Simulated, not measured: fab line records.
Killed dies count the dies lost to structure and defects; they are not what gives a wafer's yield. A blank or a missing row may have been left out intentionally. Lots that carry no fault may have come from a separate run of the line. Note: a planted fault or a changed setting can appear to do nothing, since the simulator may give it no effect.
8D (eight disciplines) problem report, filled in by code :: flow sfq-line :: the parts of the form that need people (team, actions taken, sign-off) are left out

1. WHAT IS WRONG
A mean of 213.1 nm is read at SFQ_TRILAYER_I0_METRO_MEASURE_029 for thk-nm, taken on 1 wafer of 1 lot, against 199.6 nm (standard deviation 1.2) on wafers free of any fault. That puts it +11 standard deviations away from the usual mean.
Seen first at day 10 23:17 on film-metro-02, wafer L382.5. Wafers with a number at this step in the record: 39, from 13 lots. Rule for "out", or "out of limits": more than 4 standard deviations from the usual mean. The other wafers with a number count as sound.

2. WHAT IT IS, AND WHAT IT ISN'T
question: which readings at this step
is: thk-nm
is not: -

question: which lots
is: L382
is not: L373, L374, L376, L377, L378, L380, L384, L390, L392, L393, L394, L395

question: which wafers of those lots
is: L382.5
is not: L382.1, L382.6

question: read on which tools
is: film-metro-02
is not: film-metro-03, film-metro-04

question: when
is: from day 10 23:17
is not: up to then (20 sound wafers); but 18 sound wafers of L384, L390, L392, L393, L394, L395 came after

3. SUSPECTS, AND WHAT RULES EACH OUT
Counting: a tool at a process step up to the reading stays a suspect if it ran every lot that is out. Sound lots after the first of them don't rule it out here, since some wafers of a struck lot are sound.
- cmp-02 at SFQ_TRILAYER_I0_CMP_CMP_028 (polishes SiO2): kept. It processed L382, the lot that is out, at day 10 19:02, and its most recent sound lot before then was L380 at day 9 23:24.
- film-metro-02 at SFQ_TRILAYER_I0_METRO_MEASURE_029: kept. It processed L382, the lot that is out, at day 10 23:17, and its most recent sound lot before then was L380 at day 10 02:31. Its own thk-nm readings are out on those wafers.
- At SFQ_TRILAYER_I0_CMP_CMP_028, inside cmp-02: chamber 2 took the wafers that are out, while their sound lot-mates went through chambers 0, 1.
The count leaves film-metro-02 at SFQ_TRILAYER_I0_METRO_MEASURE_029 and cmp-02 at SFQ_TRILAYER_I0_CMP_CMP_028.

4. THE CAUSE (what the simulator had put in)
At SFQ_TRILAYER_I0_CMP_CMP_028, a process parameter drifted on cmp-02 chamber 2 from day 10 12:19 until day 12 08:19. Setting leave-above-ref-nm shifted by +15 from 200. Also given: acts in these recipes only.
After counting, 2 suspects remain, this tool included.

5. THE EFFECT CHAIN, in route order
Each row: a reading where the mean over the struck wafers with a number is more than 3 standard deviations away from the usual. Only readings for which the record gives a usual standard deviation are gone through. hours: the time from each lot's start at the first step in this table that gives one to its start at this step, as a median over the lots. sigmas: the change in usual standard deviations.
hours: 0
step: SFQ_TRILAYER_I0_METRO_MEASURE_029
reading: thk-nm
usual: 199.6 nm
on struck wafers: 213.1
change: +13.5
sigmas: +11

hours: 116
step: SFQ_TRILAYER_I0_VIA_ETCH_VIA_ETCH_034
reading: oes-product-au
usual: 0.853 a.u.
on struck wafers: 0.886
change: +0.033
sigmas: +5.7
The process steps in it:
- SFQ_TRILAYER_I0_METRO_MEASURE_029
- SFQ_TRILAYER_I0_VIA_ETCH_VIA_ETCH_034: etches SiO2 in CHF3, stops on Nb, target depth 260 nm.
Later steps that measure or inspect, where all struck wafers having a row at the step show a number for every such reading and not one has moved that far: SFQ_M1_OVL_MEAS_911, SFQ_M2_OVL_MEAS_916.

6. WHAT WOULD HAVE CAUGHT IT SOONER
First out-of-limits reading in this record: day 10 23:17, which is 11 hours after fault onset at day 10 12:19.
No tool reading at SFQ_TRILAYER_I0_CMP_CMP_028 that has a usual standard deviation in the record was out on any struck wafer, so an alarm limit of 4 standard deviations on those readings would not have fired.
Each of the lots that are out, 1 in all, had begun SFQ_TRILAYER_I0_CMP_CMP_028 on cmp-02 no later than day 10 23:17. None of them would have been spared by holding the tool at that moment.
